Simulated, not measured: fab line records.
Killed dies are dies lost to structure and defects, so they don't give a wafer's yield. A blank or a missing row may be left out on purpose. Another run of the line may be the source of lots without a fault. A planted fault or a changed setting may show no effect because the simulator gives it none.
fab line records -- flow gf180mcu -- part 2 of 2: steps 27 to 35 of 35
[record] lots = 5, wafers = 15, last_day = 35
route steps=602 shown M5@533 V5@540 TOP_METAL@567
lots that met no fault: from a run of the same line without faults
start_h: hours from the record's first day to the start of the lot's first wafer shown -- wait_h: how many hours have passed since the lot's step before this one -- " identical to the entry in the row above -- L1.1+2: a row that stands for several wafers -- - no value, or no start was given -- * or withheld: withheld -- < > ~ a bound
route shown NAME@n: names a module that has steps shown in the file, with the first one's number in the route -- usual: mean/standard deviation of fault-free wafers -- same: alike in all rows -- chamber/n: place in a boat -- sites: the reading at each site -- _std_site: the standard deviation of these -- _edge_site: inner sites' mean taken away from outer sites' mean -- radius_mm: how far each site lies from the wafer's centre -- mask NAME#n: copy n -- behind: tool/chamber where the wafer was last shaped -- hold: reason for holding the lot/hours on hold/outcome of the hold -- device: transistor that didn't switch, given as n, p or np -- end of line: the tests these same wafers got at the end of their route -- a step without rows: its recipe alone -- killed: not the wafer's yield, but the dies lost to structure and defects at the first sort -- map: the dies of a wafer, with x for killed, . for not killed, _ for no die there
set.NAME: setting as actually run; set.NAME@STEP: the setting as run at that earlier step -- model.NAME: the simulator's own value behind a step, which no gauge read
lots at some steps of the route; a table a step, a row a wafer
services: from which hour (start_h, from the record's first day; less than 0 if before it) a tool's chamber was out of use, for how many hours, and why
[[steps]]
[step GF_V5_STRIP_19]
[recipe] chemistry = post_etch_residue_remover, time_s = 1200, temp_c = 72.5
[usual] temp_c = 72.49/0.13
lot.wafer,tool,chamber,start_h,wait_h,temp_c
L076.2,wet_bench-02,3,697.37,0.1,72.40
L076.3,wet_bench-02,3,697.37,0.1,72.61
L076.5,wet_bench-02,3,697.37,0.1,72.47
L079.3,wet_bench-03,1,718.27,0.0,72.74
L079.4,wet_bench-03,1,718.27,0.0,72.59
L079.5,wet_bench-03,1,718.27,0.0,72.55
L082.1,wet_bench-04,2,740.27,0.1,72.82
L082.3,wet_bench-04,2,740.27,0.1,72.60
L082.5,wet_bench-04,2,740.27,0.1,72.56
L092.1,wet_bench-04,1,793.26,0.1,72.61
L092.2,wet_bench-04,1,793.26,0.1,72.72
L092.3,wet_bench-04,1,793.26,0.1,72.59
L094.2,wet_bench-04,3,803.72,0.1,72.23
L094.5,wet_bench-04,3,803.72,0.1,72.33
L094.6,wet_bench-04,3,803.72,0.1,72.25
[step GF_V5_CLEAN_20]
[recipe] chemistry = DIW, dry = n2_spin
lot.wafer,tool,chamber,start_h,wait_h
L076.2+3+5,wet_bench-04,1,697.71,0.0
L079.3+4+5,wet_bench-02,1,718.61,0.0
L082.1+3+5,wet_bench-03,0,740.65,0.0
L092.1+2+3,wet_bench-02,2,793.65,0.0
L094.2+5+6,wet_bench-03,1,804.06,0.0
[step GF_V5_SPUTTER_21]
[recipe] material = Ti, target_thk_nm = 15, chamber_pressure_pa = 4.925, power_w = 2500, substrate_temp_c = 200, time_s = 80.02
[usual] throttle_valve_pct = 30.0/1.1
lot.wafer,tool,chamber,start_h,wait_h,throttle_valve_pct
L076.2,pvd_sputter-01,-,697.81,0.0,29.3
L076.3,pvd_sputter-01,-,697.81,0.0,28.6
L076.5,pvd_sputter-01,-,697.81,0.0,28.5
L079.3,pvd_sputter-01,-,718.71,0.0,30.3
L079.4,pvd_sputter-01,-,718.71,0.0,28.6
L079.5,pvd_sputter-01,-,718.71,0.0,30.7
L082.1,pvd_sputter-04,-,740.74,0.0,30.5
L082.3,pvd_sputter-04,-,740.74,0.0,30.9
L082.5,pvd_sputter-04,-,740.74,0.0,29.7
L092.1,pvd_sputter-04,-,793.75,0.0,29.8
L092.2,pvd_sputter-04,-,793.75,0.0,30.5
L092.3,pvd_sputter-04,-,793.75,0.0,30.5
L094.2,pvd_sputter-04,-,804.15,0.0,31.1
L094.5,pvd_sputter-04,-,804.15,0.0,31.1
L094.6,pvd_sputter-04,-,804.15,0.0,29.8
[step GF_V5_SPUTTER_22]
[recipe] material = TiN, target_thk_nm = 10, chamber_pressure_pa = 5, power_w = 4000, time_s = 40
[usual] throttle_valve_pct = 30.0/1.1
lot.wafer,tool,chamber,start_h,wait_h,throttle_valve_pct
L076.2,pvd_sputter-01,-,697.87,0.0,29.4
L076.3,pvd_sputter-01,-,697.87,0.0,28.5
L076.5,pvd_sputter-01,-,697.87,0.0,28.6
L079.3,pvd_sputter-01,-,718.78,0.0,30.3
L079.4,pvd_sputter-01,-,718.78,0.0,28.7
L079.5,pvd_sputter-01,-,718.78,0.0,30.5
L082.1,pvd_sputter-04,-,740.80,0.0,29.9
L082.3,pvd_sputter-04,-,740.80,0.0,31.1
L082.5,pvd_sputter-04,-,740.80,0.0,29.8
L092.1,pvd_sputter-04,-,793.81,0.0,29.5
L092.2,pvd_sputter-04,-,793.81,0.0,30.1
L092.3,pvd_sputter-04,-,793.81,0.0,30.8
L094.2,pvd_sputter-04,-,804.22,0.0,31.2
L094.5,pvd_sputter-04,-,804.22,0.0,31.0
L094.6,pvd_sputter-04,-,804.22,0.0,30.2
[step GF_V5_CVD_23]
[recipe] material = W, target_thk_nm = 350, time_s = 104.9, temp_c = 400, pressure_torr = 40
[usual] chamber_pressure_Torr = 40.02/0.091, heater_power_w = 918/120
lot.wafer,tool,chamber,start_h,wait_h,chamber_pressure_Torr,heater_power_w
L076.2,cvd_w-02,0,697.91,0.0,40.05,1044
L076.3,cvd_w-02,0,697.91,0.0,39.96,1010
L076.5,cvd_w-02,0,697.91,0.0,40.04,1038
L079.3,cvd_w-01,1,718.85,0.1,40.04,700
L079.4,cvd_w-01,0,718.85,0.1,40.03,947
L079.5,cvd_w-01,0,718.85,0.1,39.78,904
L082.1,cvd_w-01,0,740.84,0.0,39.94,935
L082.3,cvd_w-01,0,740.84,0.0,40.07,941
L082.5,cvd_w-01,0,740.84,0.0,40.08,945
L092.1,cvd_w-02,1,793.85,0.0,40.02,1010
L092.2,cvd_w-02,0,793.85,0.0,39.84,1026
L092.3,cvd_w-02,0,793.85,0.0,40.06,1044
L094.2,cvd_w-02,0,804.25,0.0,40.08,1021
L094.5,cvd_w-02,1,804.25,0.0,39.82,973
L094.6,cvd_w-02,0,804.25,0.0,40.10,1042
[step GF_V5_RS_MEAS_24]
[recipe] thk_meas_gauge = four-point-probe, reads = W_of_V5_CVD_23+TiN_of_V5_SPUTTER_22+Ti_of_V5_SPUTTER_21
[usual] V5_W_RS = 0.328/0.0043
lot.wafer,tool,chamber,start_h,wait_h,V5_W_RS[ohm/sq]
L076.2,film_metro-01,-,698.04,0.1,0.324
L076.3,film_metro-01,-,698.04,0.1,0.322
L076.5,film_metro-01,-,698.04,0.1,0.322
L079.3,film_metro-01,-,718.97,0.1,0.321
L079.4,film_metro-01,-,718.97,0.1,0.320
L079.5,film_metro-01,-,718.97,0.1,0.324
L082.1,film_metro-02,-,740.95,0.1,0.325
L082.3,film_metro-02,-,740.95,0.1,0.323
L082.5,film_metro-02,-,740.95,0.1,0.323
L092.1,film_metro-02,-,793.96,0.1,0.329
L092.2,film_metro-02,-,793.96,0.1,0.325
L092.3,film_metro-02,-,793.96,0.1,0.319
L094.2,film_metro-03,-,804.39,0.1,0.326
L094.5,film_metro-03,-,804.39,0.1,0.336
L094.6,film_metro-03,-,804.39,0.1,0.330
[step GF_V5_THK_MEAS_25]
[recipe] thk_meas_gauge = xrf, reads = W_of_V5_CVD_23
[usual] V5_W_THK = 350/5.9
lot.wafer,tool,chamber,start_h,wait_h,V5_W_THK[nm]
L076.2,film_metro-01,-,698.15,0.1,358
L076.3,film_metro-01,-,698.15,0.1,359
L076.5,film_metro-01,-,698.15,0.1,360
L079.3,film_metro-01,-,719.07,0.1,361
L079.4,film_metro-01,-,719.07,0.1,360
L079.5,film_metro-01,-,719.07,0.1,357
L082.1,film_metro-02,-,741.07,0.1,358
L082.3,film_metro-02,-,741.07,0.1,363
L082.5,film_metro-02,-,741.07,0.1,360
L092.1,film_metro-02,-,794.08,0.1,346
L092.2,film_metro-02,-,794.08,0.1,352
L092.3,film_metro-02,-,794.08,0.1,361
L094.2,film_metro-03,-,804.50,0.1,348
L094.5,film_metro-03,-,804.50,0.1,338
L094.6,film_metro-03,-,804.50,0.1,342
[step GF_V5_CMP_26]
[recipe] stop_on = SiO2, down_force_psi = 3.5, platen_rpm = 60, t_overpolish_s = 15, target_thk_nm = 0, pad_velocity_m_s = 0.94248
[usual] motor_current_A = 10.7/1.2, overpolish_run_s = 15.000/0.0094, retaining_ring_pressure_frac = 1.000/0.0052, slurry_flow_ml_min = 150.1/0.47, time_to_endpoint_s = 85/3.9
lot.wafer,tool,chamber,start_h,wait_h,motor_current_A,overpolish_run_s,retaining_ring_pressure_frac,slurry_flow_ml_min,time_to_endpoint_s
L076.2,cmp-02,0,698.20,0.0,11.0,14.988,0.995,150.2,87
L076.3,cmp-02,3,698.20,0.0,10.2,15.005,1.002,149.8,89
L076.5,cmp-02,1,698.20,0.0,13.2,15.017,1.001,149.1,84
L079.4,cmp-01,0,719.21,0.1,11.2,15.000,1.002,149.2,89
L079.3,cmp-01,1,719.21,0.1,10.7,15.002,0.991,151.4,89
L079.5,cmp-01,2,719.21,0.1,9.6,14.984,1.000,149.1,86
L082.1,cmp-01,1,741.18,0.1,10.7,14.997,1.001,150.5,91
L082.3,cmp-01,3,741.18,0.1,8.9,14.988,1.000,150.0,89
L082.5,cmp-01,1,741.18,0.1,10.1,15.000,1.001,149.9,93
L092.3,cmp-02,1,794.29,0.2,12.8,14.991,0.994,149.7,79
L092.2,cmp-02,2,794.29,0.2,11.7,14.993,0.994,150.9,76
L092.1,cmp-02,3,794.29,0.2,10.0,15.002,1.004,149.9,85
L094.2,cmp-02,3,804.70,0.2,9.8,15.008,0.998,150.5,84
L094.6,cmp-02,0,804.70,0.2,10.7,14.996,1.009,149.2,81
L094.5,cmp-02,1,804.70,0.2,13.4,15.003,0.996,149.7,78
[step GF_TOP_METAL_SPUTTER_00]
[recipe] material = Ti, target_thk_nm = 37.5, arriving_ion_energy_ev = 80, substrate_temp_c = 200, chamber_pressure_pa = 2, power_w = 4000, time_s = 150
[usual] throttle_valve_pct = 30.2/1.3
lot.wafer,tool,chamber,start_h,wait_h,throttle_valve_pct
L076.2,pvd_sputter-04,-,698.50,0.2,30.2
L076.3,pvd_sputter-04,-,698.50,0.2,30.9
L076.5,pvd_sputter-04,-,698.50,0.2,30.2
L079.3,pvd_sputter-02,-,719.41,0.1,31.4
L079.4,pvd_sputter-02,-,719.41,0.1,27.7
L079.5,pvd_sputter-02,-,719.41,0.1,31.9
L082.1,pvd_sputter-03,-,741.43,0.2,28.7
L082.3,pvd_sputter-03,-,741.43,0.2,30.6
L082.5,pvd_sputter-03,-,741.43,0.2,30.6
L092.1,pvd_sputter-04,-,794.59,0.1,30.2
L092.2,pvd_sputter-04,-,794.59,0.1,30.3
L092.3,pvd_sputter-04,-,794.59,0.1,29.8
L094.2,pvd_sputter-02,-,804.85,0.1,27.6
L094.5,pvd_sputter-02,-,804.85,0.1,29.5
L094.6,pvd_sputter-02,-,804.85,0.1,27.6
[[services]]
tool,chamber,start_h,hours,kind
plasma_asher-03,-,651.16,35.8,pm
hdpcvd-01,-,653.82,0.9,repair
pvd_sputter-01,-,655.87,3.9,repair
plasma_asher-02,-,656.24,10.3,repair
cmp-02,-,672.35,0.8,repair
cmp-01,-,680.86,6.2,pm
cmp-01,-,699.89,0.7,repair
krf_scanner-02,-,704.74,1.3,pm
pvd_sputter-04,-,706.78,1.2,repair
plasma_asher-02,-,707.67,14.6,pm
krf_scanner-02,-,712.35,1.0,pm
rie_diel-03,0,719.93,6.2,repair
pvd_sputter-04,-,730.60,4.4,repair
krf_scanner-02,-,731.18,4.0,pm
cmp-02,-,741.42,1.5,repair
cmp-01,-,744.00,4.0,pm
plasma_asher-02,-,753.48,2.8,pm
plasma_asher-01,-,754.33,6.1,repair
rie_diel-04,1,784.48,5.5,repair
pvd_sputter-01,-,785.77,4.9,repair
krf_scanner-02,-,785.96,8.7,repair
krf_scanner-02,-,794.66,0.8,pm
cvd_w-02,0,794.87,4.1,repair
cmp-01,-,796.38,2.3,repair
